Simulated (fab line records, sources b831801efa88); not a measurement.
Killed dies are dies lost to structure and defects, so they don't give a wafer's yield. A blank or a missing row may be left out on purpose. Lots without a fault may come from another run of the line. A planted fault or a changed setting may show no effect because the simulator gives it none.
Which tool did it? | flow sky130 | 11 lots, 33 wafers sampled, at 5 steps of a route of 708

WHAT THE GAUGES READ, wafer by wafer
SKY_SONOS_ONO_THK_MEAS_05.
lot  | measured     | on            | SONOS_ONO_CVD_04_THK (nm)
L831 | day 11 19:29 | film_metro-01 | 5.75 5.76 5.83
L833 | day 12 15:10 | film_metro-01 | 5.78 5.69 5.82
L835 | day 13 06:21 | film_metro-01 | 5.76 5.73 5.72
L837 | day 13 13:43 | film_metro-04 | 5.72 5.75 5.65
L838 | day 13 16:05 | film_metro-01 | 5.87 5.76 5.65
L839 | day 14 13:44 | film_metro-01 | 5.58 5.63 5.60
L840 | day 14 17:58 | film_metro-03 | 5.72 5.66 5.71
L846 | day 16 06:23 | film_metro-01 | 5.64 5.67 5.59
L852 | day 19 07:41 | film_metro-03 | 5.76 5.73 5.81
L853 | day 19 13:14 | film_metro-01 | 5.72 5.76 5.81
L854 | day 19 19:44 | film_metro-04 | 5.70 5.72 5.53

SKY_POLY_GATE_THK_MEAS_01.
lot  | measured     | on            | POLY_GATE_CVD_00_THK (nm)
L831 | day 14 03:34 | film_metro-02 | 178.8 179.5 178.8
L833 | day 15 00:21 | film_metro-02 | 180.4 179.7 179.8
L835 | day 15 17:53 | film_metro-03 | 178.3 179.0 178.1
L837 | day 16 03:13 | film_metro-03 | 177.2 178.0 178.8
L838 | day 16 07:27 | film_metro-03 | 184.2 183.2 184.0
L839 | day 17 02:19 | film_metro-04 | 179.9 179.9 180.7
L840 | day 17 10:07 | film_metro-02 | 178.7 179.2 176.8
L846 | day 18 23:16 | film_metro-04 | 111.7 112.6 112.7
L852 | day 22 01:13 | film_metro-04 | 178.6 179.5 176.9
L853 | day 22 08:44 | film_metro-03 | 182.3 181.5 182.3
L854 | day 22 14:47 | film_metro-03 | 182.9 183.9 183.0

SKY_POLY_GATE_THK_MEAS_04.
lot  | measured     | on            | POLY_GATE_CVD_03_THK (nm)
L831 | day 15 06:59 | film_metro-03 | 75.0 75.6 75.2
L833 | day 16 06:35 | film_metro-02 | 75.4 75.1 75.4
L835 | day 16 22:17 | film_metro-04 | 75.3 75.1 75.8
L837 | day 17 09:04 | film_metro-04 | 75.2 74.6 74.7
L838 | day 17 14:04 | film_metro-02 | 75.2 74.6 75.7
L839 | day 18 13:39 | film_metro-04 | 74.1 73.8 74.5
L840 | day 18 19:20 | film_metro-04 | 74.1 73.5 73.6
L846 | day 20 08:44 | film_metro-02 | 73.9 74.5 74.4
L852 | day 23 09:14 | film_metro-03 | 73.8 74.1 74.2
L853 | day 23 16:14 | film_metro-02 | 74.4 73.9 74.3
L854 | day 23 22:55 | film_metro-02 | 74.4 73.9 73.2

WHICH TOOL RAN EACH LOT (tool, then ch and the chambers of the sampled wafers, then the start)
lot  | SKY_SONOS_ONO_ETCH_15              | SKY_POLY_GATE_CVD_00
L831 | rie_diel-04 ch 0,1,3, day 12 19:23 | lpcvd-01 ch 1, day 14 02:20
L833 | rie_diel-04 ch 1,2,3, day 13 16:14 | lpcvd-01 ch 1, day 14 23:09
L835 | rie_diel-01 ch 0,3, day 14 08:42   | lpcvd-01 ch 1, day 15 16:40
L837 | rie_diel-01 ch 1,3, day 14 15:44   | lpcvd-01 ch 1, day 16 02:01
L838 | rie_diel-04 ch 0,1, day 14 19:02   | lpcvd-01 ch 1, day 16 06:14
L839 | rie_diel-03 ch 0,1, day 15 16:21   | lpcvd-01 ch 0, day 17 01:05
L840 | rie_diel-03 ch 0,2, day 15 21:05   | lpcvd-01 ch 0, day 17 08:55
L846 | rie_diel-01 ch 2,3, day 17 10:17   | lpcvd-01 ch 0, day 18 22:02
L852 | rie_diel-01 ch 0,1,3, day 20 14:11 | lpcvd-01 ch 0, day 22 00:01
L853 | rie_diel-01 ch 0,2, day 20 20:05   | lpcvd-01 ch 0, day 22 07:31
L854 | rie_diel-03 ch 1,2,3, day 21 02:24 | lpcvd-01 ch 0, day 22 13:35
- SKY_SONOS_ONO_ETCH_15: etches the open film in CHF3/O2, target depth 19.52 nm, time 7.8 s.
- SKY_POLY_GATE_CVD_00: deposits poly-Si, target thk 180 nm, time 720 s.

WHAT THE TOOLS THEMSELVES READ (means of the sampled wafers that have a number; where no wafer has one, the mark that the record gives instead)
SKY_SONOS_ONO_ETCH_15.
lot  | tool        | drypump_motor_current_A (A) | oes_product_au (a.u.) | throttle_valve_pct (%)
L831 | rie_diel-04 | 5.6                         | 1.001                 | 8.819
L833 | rie_diel-04 | 5.6                         | 1.006                 | 8.825
L835 | rie_diel-01 | 5.9                         | 1.004                 | 8.828
L837 | rie_diel-01 | 5.4                         | 1.002                 | 8.830
L838 | rie_diel-04 | 5.2                         | 1.013                 | 8.821
L839 | rie_diel-03 | 5.5                         | 0.991                 | 8.827
L840 | rie_diel-03 | 5.0                         | 1.003                 | 8.824
L846 | rie_diel-01 | 5.8                         | 1.011                 | 8.824
L852 | rie_diel-01 | 5.6                         | 1.005                 | 8.832
L853 | rie_diel-01 | 5.8                         | 1.004                 | 8.818
L854 | rie_diel-03 | 5.4                         | 0.990                 | 8.834

THE ANSWER, worked out from the rows above alone
Rule: what is usual is taken from the lots themselves. Put in order of their means at a reading, lots are off if they are a third of the lots or fewer, leave a main group of 4 or more, and stand apart from it by a gap of 3 or more times the standard deviation of the main group's means; of several such gaps the widest counts. A main group whose means are all the same, to the digits that the tables above print for the reading, isn't used. A lot without any number at a reading at which 4 lots or more have one is off too. The other lots that the step has rows for count as sound. The gauges are gone through in route order, then the tools' own readings, and for those a lot's mean is taken as printed above. The first step at which some lot is off is used, and at that step the reading that is off furthest; a lot without a number counts as furthest.
Off: L846, at SKY_POLY_GATE_THK_MEAS_01 (POLY_GATE_CVD_00_THK). The main group: mean 180.1 nm, standard deviation 2.1.
A tool fits if, at a process step before that reading, it ran every lot that is off, and no sound lot after the first of them. The gauges at SKY_POLY_GATE_THK_MEAS_01 are tried like those tools. None of those tried fits.

WHAT THE SIMULATOR HAD PUT IN
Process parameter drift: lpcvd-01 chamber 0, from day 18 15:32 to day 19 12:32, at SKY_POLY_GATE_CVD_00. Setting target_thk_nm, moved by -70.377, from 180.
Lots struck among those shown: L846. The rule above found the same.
